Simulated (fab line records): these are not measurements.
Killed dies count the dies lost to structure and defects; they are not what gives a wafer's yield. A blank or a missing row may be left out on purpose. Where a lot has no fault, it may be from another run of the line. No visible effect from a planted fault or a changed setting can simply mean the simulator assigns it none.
fab line records	flow sky130
[record] lots = 14	wafers = 42	lastDay = 49
route steps=708 shown NWELL@73 VT_ADJUST_HVTR@141 LDD_P@262 SD_P@327
lots untouched by any fault: they come from a run of this same line in which no faults occurred
startH: hours from the record's opening day to when the first of the lot's shown wafers began	waitH: time in hours since the lot's previous step	" as in the row above	L1.1+2: one row covering several wafers at once	- value missing, or start not given	* or withheld: withheld	< > ~ a bound
route shown NAME@n: names a module that has steps shown in the file, with the first one's number in the route	usual: average and standard deviation across the fault-free wafers	same: alike in all rows	chamber/n: place in a boat	sites: each site's reading	_std_site: the standard deviation of these	_edge_site: inner sites' mean taken away from outer sites' mean	radiusMm: for every site, how far away it sits from the centre of the wafer	mask NAME#n: copy n	behind: tool/chamber where the wafer was last shaped	hold: reason for holding the lot/hours on hold/outcome of the hold	device: which transistor (n, p or np) failed to switch	end of line: at the end of the route, the tests of the same wafers	where a step has no rows: the recipe by itself	killed: not the wafer's yield, but the dies lost to structure and defects at the first sort	map: per-die view of a wafer (x killed, . not killed, _ where there is no die)
set.NAME: the setting as run; set.NAME@STEP: as run at that earlier step	model.NAME: the simulator's own value behind a step, which no gauge read
the route's steps for a sample of lots (tables are steps, rows are wafers)
services: a tool's chamber out of use, with start hour (startH, from the record's first day; less than 0 if before it), hours out, and reason
[[steps]]
[step SKY_NWELL_EXPOSE_20]
[recipe] maskId = NWM_COMPLEMENT	na = 0.6	sourceShape = conventional	sigmaOuter = 0.6	polarization = unpolarized	targetCdNm = 840	doseMj = 260
[usual] exposureDoseMJCm2 = 259.99/0.26	focusOffsetNm = -0.1/0.49
lot.wafer	tool	chamber	startH	waitH	mask	exposureDoseMJCm2	focusOffsetNm
L669.2	ilineStepper-01	0	109.00	-	NWM_COMPLEMENT#0	259.82	-0.1
L669.3	"	0	"	"	NWM_COMPLEMENT#0	259.53	0.1
L669.4	"	0	"	"	NWM_COMPLEMENT#0	259.93	-0.9
L670.1	ilineStepper-01	0	116.65	-	NWM_COMPLEMENT#0	260.03	-0.3
L670.2	"	0	"	"	NWM_COMPLEMENT#0	259.54	0.2
L670.3	"	0	"	"	NWM_COMPLEMENT#0	259.87	0.4
L672.2	ilineStepper-02	0	120.97	-	NWM_COMPLEMENT#0	259.75	-0.5
L672.3	"	0	"	"	NWM_COMPLEMENT#0	259.94	0.4
L672.5	"	0	"	"	NWM_COMPLEMENT#0	259.88	-0.4
L675.3	ilineStepper-02	0	134.18	-	NWM_COMPLEMENT#0	260.09	0.0
L675.4	"	0	"	"	NWM_COMPLEMENT#0	260.19	0.0
L675.5	"	0	"	"	NWM_COMPLEMENT#0	259.91	0.4
L677.1	ilineStepper-01	0	147.34	-	NWM_COMPLEMENT#0	260.43	1.1
L677.3	"	0	"	"	NWM_COMPLEMENT#0	260.47	0.0
L677.4	"	0	"	"	NWM_COMPLEMENT#0	260.32	-0.3
L678.3	ilineStepper-01	0	148.98	-	NWM_COMPLEMENT#0	260.36	0.6
L678.4	"	0	"	"	NWM_COMPLEMENT#0	260.09	0.4
L678.5	"	0	"	"	NWM_COMPLEMENT#0	260.32	0.0
L679.1	ilineStepper-01	0	154.50	-	NWM_COMPLEMENT#0	260.20	0.6
L679.5	"	0	"	"	NWM_COMPLEMENT#0	260.17	0.5
L679.6	"	0	"	"	NWM_COMPLEMENT#0	260.06	0.2
L680.1	ilineStepper-02	0	160.28	-	NWM_COMPLEMENT#0	259.66	-0.7
L680.3	"	0	"	"	NWM_COMPLEMENT#0	260.07	0.0
L680.4	"	0	"	"	NWM_COMPLEMENT#0	259.86	-0.2
L681.1	ilineStepper-01	0	166.83	-	NWM_COMPLEMENT#0	259.85	0.9
L681.3	"	0	"	"	NWM_COMPLEMENT#0	259.73	-0.1
L681.6	"	0	"	"	NWM_COMPLEMENT#0	259.51	-0.1
L682.3	ilineStepper-02	0	171.12	-	NWM_COMPLEMENT#0	260.30	0.2
L682.4	"	0	"	"	NWM_COMPLEMENT#0	260.33	-0.1
L682.5	"	0	"	"	NWM_COMPLEMENT#0	260.55	0.9
L683.2	ilineStepper-01	-	175.15	-	NWM_COMPLEMENT#0	-	-
L683.4	"	-	"	"	NWM_COMPLEMENT#0	-	-
L683.5	"	-	"	"	NWM_COMPLEMENT#0	-	-
L684.3	ilineStepper-01	-	181.63	-	NWM_COMPLEMENT#0	-	-
L684.4	"	-	"	"	NWM_COMPLEMENT#0	-	-
L684.6	"	-	"	"	NWM_COMPLEMENT#0	-	-
L685.2	ilineStepper-01	0	187.87	-	NWM_COMPLEMENT#0	259.84	0.7
L685.4	"	0	"	"	NWM_COMPLEMENT#0	259.97	0.1
L685.5	"	0	"	"	NWM_COMPLEMENT#0	260.15	0.5
L686.1	ilineStepper-01	0	192.05	-	NWM_COMPLEMENT#0	260.04	0.1
L686.2	"	0	"	"	NWM_COMPLEMENT#0	260.09	0.0
L686.3	"	0	"	"	NWM_COMPLEMENT#0	259.80	-0.2
[step SKY_VT_ADJUST_HVTR_STRIP_10]
[recipe] chemistry = O2/N2	powerW = 1400	pressureMtorr = 1500	platenTempC = withheld	o2FlowSccm = 3000	n2FlowSccm = 300	overashFraction = 0.5
[usual] drypumpMotorCurrentA = 5.70/0.28	oesProductAu = 0.716/0.0046	stripTimeToEndpointS = 14.17/0.047
lot.wafer	tool	chamber	startH	waitH	drypumpMotorCurrentA	oesProductAu	rfHoursCounterH	stripTimeToEndpointS
L669.2	plasmaAsher-04	0	217.56	0.1	5.58	0.708	41	14.11
L669.3	"	1	"	"	5.93	0.715	-	14.14
L669.4	"	0	"	"	5.60	0.717	-	14.24
L670.1	plasmaAsher-03	1	226.06	0.1	5.42	0.711	55	14.16
L670.2	"	0	"	"	5.49	0.716	55	14.16
L670.3	"	0	"	"	5.48	0.716	-	14.15
L672.2	plasmaAsher-03	0	232.20	0.1	5.45	0.717	56	14.21
L672.3	"	0	"	"	5.48	0.714	-	14.21
L672.5	"	0	"	"	5.48	0.713	-	14.19
L675.3	plasmaAsher-04	1	248.04	0.1	5.92	0.717	-	14.17
L675.4	"	0	"	"	5.60	0.714	-	14.16
L675.5	"	1	"	"	5.91	0.716	-	14.21
L677.1	plasmaAsher-03	0	264.80	0.1	5.49	0.706	59	14.07
L677.3	"	0	"	"	5.48	0.719	-	14.13
L677.4	"	1	"	"	5.41	0.716	-	14.05
L678.3	plasmaAsher-03	0	269.88	0.1	5.47	0.712	-	14.15
L678.4	"	1	"	"	5.44	0.714	-	14.15
L678.5	"	0	"	"	5.51	0.716	-	14.10
L679.1	plasmaAsher-03	0	273.75	0.1	5.47	0.719	60	14.20
L679.5	"	1	"	"	5.44	0.720	-	14.24
L679.6	"	0	"	"	5.45	0.717	-	14.25
L680.1	plasmaAsher-04	0	282.91	0.1	5.56	0.718	47	14.19
L680.3	"	0	"	"	5.59	0.715	-	14.21
L680.4	"	1	"	"	5.90	0.710	-	14.28
L681.1	plasmaAsher-04	0	291.50	0.1	5.61	0.720	48	14.20
L681.3	"	0	"	"	5.57	0.716	-	14.20
L681.6	"	0	"	"	5.59	0.717	-	14.20
L682.3	plasmaAsher-04	0	296.64	0.1	5.61	0.722	-	14.16
L682.4	"	1	"	"	5.92	0.704	-	14.10
L682.5	"	1	"	"	5.91	0.727	-	14.16
L683.2	plasmaAsher-01	0	302.05	0.1	5.85	0.713	17	14.22
L683.4	"	1	"	"	6.27	0.717	-	14.16
L683.5	"	1	"	"	6.29	0.715	-	14.16
L684.3	plasmaAsher-04	1	311.10	0.1	5.93	0.711	-	14.22
L684.4	"	0	"	"	5.59	0.718	-	14.16
L684.6	"	0	"	"	5.61	0.716	-	14.15
L685.2	plasmaAsher-03	0	318.16	0.1	5.46	0.718	64	14.18
L685.4	"	0	"	"	5.48	0.715	-	14.22
L685.5	"	0	"	"	5.49	0.719	-	14.16
L686.1	plasmaAsher-01	0	323.31	0.1	5.84	0.712	20	14.27
L686.2	"	1	"	"	6.33	0.717	20	14.24
L686.3	"	0	"	"	5.82	0.707	-	14.22
[step SKY_LDD_P_CD_MEAS_07]
[recipe] targetCdNm = 380
[usual] cdNm = 379.7/2.6
lot.wafer	tool	chamber	startH	waitH	cdNm
L669.2	cdSem-01	-	468.42	0.1	378.5
L669.3	"	-	"	"	379.8
L669.4	"	-	"	"	377.6
L670.1	cdSem-01	-	469.00	0.1	377.6
L670.2	"	-	"	"	379.0
L670.3	"	-	"	"	378.7
L672.2	cdSem-01	-	477.61	0.1	380.8
L672.3	"	-	"	"	379.9
L672.5	"	-	"	"	381.6
L675.3	cdSem-01	-	492.73	0.1	382.3
L675.4	"	-	"	"	382.7
L675.5	"	-	"	"	382.9
L677.1	cdSem-02	-	515.40	0.1	379.3
L677.3	"	-	"	"	378.7
L677.4	"	-	"	"	378.7
L678.3	cdSem-01	-	517.69	0.1	378.5
L678.4	"	-	"	"	376.5
L678.5	"	-	"	"	379.1
L679.1	cdSem-02	-	523.39	0.1	379.3
L679.5	"	-	"	"	382.5
L679.6	"	-	"	"	382.1
L680.1	cdSem-01	-	531.40	0.1	379.5
L680.3	"	-	"	"	380.3
L680.4	"	-	"	"	380.6
L681.1	cdSem-01	-	540.00	0.1	382.2
L681.3	"	-	"	"	383.5
L681.6	"	-	"	"	381.9
L682.3	cdSem-01	-	565.44	0.1	380.1
L682.4	"	-	"	"	381.6
L682.5	"	-	"	"	382.0
L683.2	cdSem-02	-	565.96	0.1	381.9
L683.4	"	-	"	"	382.1
L683.5	"	-	"	"	383.8
L684.3	cdSem-01	-	568.68	0.1	379.3
L684.4	"	-	"	"	383.6
L684.6	"	-	"	"	381.7
L685.2	cdSem-01	-	571.76	0.1	377.4
L685.4	"	-	"	"	378.1
L685.5	"	-	"	"	379.4
L686.1	cdSem-02	-	578.74	0.1	376.8
L686.2	"	-	"	"	375.6
L686.3	"	-	"	"	378.5
[step SKY_SD_P_CD_MEAS_07]
[recipe] targetCdNm = 380
[usual] cdNm = 380.2/2.6
lot.wafer	tool	chamber	startH	waitH	cdNm
L669.2	cdSem-02	-	620.01	0.1	379.9
L669.3	"	-	"	"	378.2
L669.4	"	-	"	"	378.9
L670.1	cdSem-02	-	622.98	0.1	378.4
L670.2	"	-	"	"	376.9
L670.3	"	-	"	"	377.7
L672.2	cdSem-02	-	630.80	0.1	376.4
L672.3	"	-	"	"	379.0
L672.5	"	-	"	"	379.5
L675.3	cdSem-01	-	642.54	0.1	382.9
L675.4	"	-	"	"	381.4
L675.5	"	-	"	"	381.3
L677.1	cdSem-02	-	663.03	0.1	378.3
L677.3	"	-	"	"	379.1
L677.4	"	-	"	"	379.7
L678.3	cdSem-02	-	667.19	0.1	381.3
L678.4	"	-	"	"	380.8
L678.5	"	-	"	"	381.9
L679.1	cdSem-02	-	669.98	0.1	376.0
L679.5	"	-	"	"	378.2
L679.6	"	-	"	"	376.0
L680.1	cdSem-02	-	680.22	0.2	384.5
L680.3	"	-	"	"	382.3
L680.4	"	-	"	"	384.5
L681.1	cdSem-02	-	687.79	0.4	384.2
L681.3	"	-	"	"	384.9
L681.6	"	-	"	"	385.6
L682.3	cdSem-01	-	710.64	0.1	378.3
L682.4	"	-	"	"	378.2
L682.5	"	-	"	"	381.6
L683.2	cdSem-02	-	711.70	0.1	378.3
L683.4	"	-	"	"	378.0
L683.5	"	-	"	"	378.2
L684.3	cdSem-01	-	713.39	0.1	376.8
L684.4	"	-	"	"	377.6
L684.6	"	-	"	"	376.9
L685.2	cdSem-01	-	719.40	0.1	379.3
L685.4	"	-	"	"	379.1
L685.5	"	-	"	"	379.7
L686.1	cdSem-01	-	725.29	0.1	386.9
L686.2	"	-	"	"	384.9
L686.3	"	-	"	"	386.1
[[services]]
tool	chamber	startH	hours	kind
plasmaAsher-01	-	108.75	9.0	pm
plasmaAsher-01	0	108.75	9.0	ventCycle
plasmaAsher-01	1	108.75	9.0	ventCycle
plasmaAsher-01	0	117.75	-	clean
plasmaAsher-01	1	117.75	-	clean
ilineStepper-01	-	118.76	15.3	repair
ilineStepper-01	-	134.07	1.7	pm
ilineStepper-02	-	147.29	10.9	repair
ilineStepper-02	-	219.85	1.7	pm
ilineStepper-01	-	275.99	8.0	repair
ilineStepper-01	-	293.21	10.1	repair
plasmaAsher-03	-	306.76	8.0	repair
[[key]]
[firstSign] step = SKY_NWELL_EXPOSE_20	reading = toolRecord	direction = missing
effect none on later readings
metAt SKY_NWELL_EXPOSE_20
struckLots L683,L684
sortLeftOut L683.2,L683.4,L683.5,L684.3,L684.4,L684.6
testerLeftOut L683,L684
notActingAt SKY_VT_ADJUST_HVTR_STRIP_10,SKY_LDD_P_CD_MEAS_07,SKY_SD_P_CD_MEAS_07
onsetBetween 166.83 175.15
[fault] kind = skippedStepWhole	tool = ilineStepper-01	chamber = -	onsetH = 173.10	steps = SKY_NWELL_EXPOSE_20	scope = struckLotsOnly
// testerLeftOut: of these lots the tester's yield and bins aren't shown, on N5 and GAA mostly nor the transistor test; their killed dies are dies lost to structure and defects alone, not to doping, threshold or leakage, so they don't give the yield
// sortLeftOut: the simulated sort isn't trusted on such a fault, so these wafers' sort isn't shown, and their yield isn't known
